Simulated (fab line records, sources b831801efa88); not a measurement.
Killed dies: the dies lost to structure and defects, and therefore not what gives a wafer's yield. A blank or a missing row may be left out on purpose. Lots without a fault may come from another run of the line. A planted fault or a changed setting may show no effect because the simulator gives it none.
A lot that was struck, set against a sound lot / flow sky130 / 14 steps out of a route of 708
Sound: these wafers, L454.1, L454.5, L454.6. The struck wafers were L449.3, L449.4. At the end, the cause is stated.
Order at every step that has rows: each side's tool, ch and its chambers, its first start. Under that, the readings that differ: sound wafers / struck wafers / difference of the means / sigmas: that difference in standard deviations of wafers without a fault.
alike: words and numbers the same on both sides, and readings whose means are apart by under 2 such deviations; not compared: readings that were withheld, readings missing a value for some wafer, numbers with overlapping values and no deviation given by the record, and bounds like >300 which may hide the same value.
A row with sigmas, a row that says differs or no value, or rows on one side alone: a step with any of these is where the two part. Numbers that don't overlap but have no deviation are shown without sigmas and don't part them. Lack of a reading on every wafer of one side parts them only where that side has two or more wafers.

SKY_VIA1_STRIP_16: strips in O2/N2.
  sound on plasma asher-03 ch 0,1, day 41 01:59; struck on plasma asher-02 ch 0,1, day 39 12:20
  alike: drypump motor current A, oes product au, strip time to endpoint s
  not compared: rf hours counter h
then, 4 steps without rows for these wafers: SKY_VIA1_STRIP_17 (strips in post etch residue remover, time 1200 s); SKY_VIA1_CLEAN_18 (cleans in IPA, time 180 s); SKY_VIA1_CLEAN_19 (cleans in O3/DIW); SKY_VIA1_SPUTTER_20 (material TiN, target thk 20 nm, time 80 s).
SKY_VIA1_CVD_21: deposits W, target thk 270 nm, time 80.902 s.
  sound on cvd w-02 ch 0,1, day 41 02:38; struck on cvd w-02 ch 0,1, day 39 13:00
  alike: heater power w
SKY_VIA1_RS_MEAS_22: uses a four-point probe to measure.
  sound on film metro-03 at day 41 02:43; struck on film metro-01 at day 39 13:06
  alike: VIA1_W_RS
SKY_VIA1_THK_MEAS_23: measures by xrf.
  sound on film metro-03 at day 41 02:50; struck on film metro-01 at day 39 13:12
  alike: VIA1_W_THK
SKY_VIA1_CMP_24: polishes, stops on SiO2, t overpolish 15 s, target thk 0 nm.
  sound on cmp-02 ch 1,2,3, day 41 03:00; struck on cmp-01 ch 0,1, day 39 13:20
  alike: motor current A, overpolish run s, time to endpoint s
SKY_METAL2_SPUTTER_00: material Ti, target thk 15 nm, time 10 s.
  sound on pvd sputter-02 at day 41 03:12; struck on pvd sputter-03 at day 39 13:32
  alike: throttle valve pct
then, 2 steps without rows for these wafers: SKY_METAL2_SPUTTER_01 (material TiN, target thk 20 nm, time 16.7 s); SKY_METAL2_SPUTTER_02 (material AlCu, target thk 250 nm, time 13.3 s).
SKY_METAL2_SPUTTER_03: material Ti, target thk 5 nm, time 3.3 s.
  sound on pvd sputter-02 at day 41 03:16; struck on pvd sputter-03 at day 39 13:37
reading=model.Ti_of_METAL2_SPUTTER_03.thk nm (nm); sound=5.143 5.1 4.793; struck=4.611 4.69; difference=-0.361; sigmas=
  alike: throttle valve pct
SKY_METAL2_SPUTTER_04: material TiN, target thk 70 nm, time 58.3 s.
  sound on pvd sputter-02 at day 41 03:17; struck on pvd sputter-03 at day 39 13:38
  alike: throttle valve pct

== WHERE THEY PART ==
Nowhere in this record.

WHY: whatever the simulator had introduced
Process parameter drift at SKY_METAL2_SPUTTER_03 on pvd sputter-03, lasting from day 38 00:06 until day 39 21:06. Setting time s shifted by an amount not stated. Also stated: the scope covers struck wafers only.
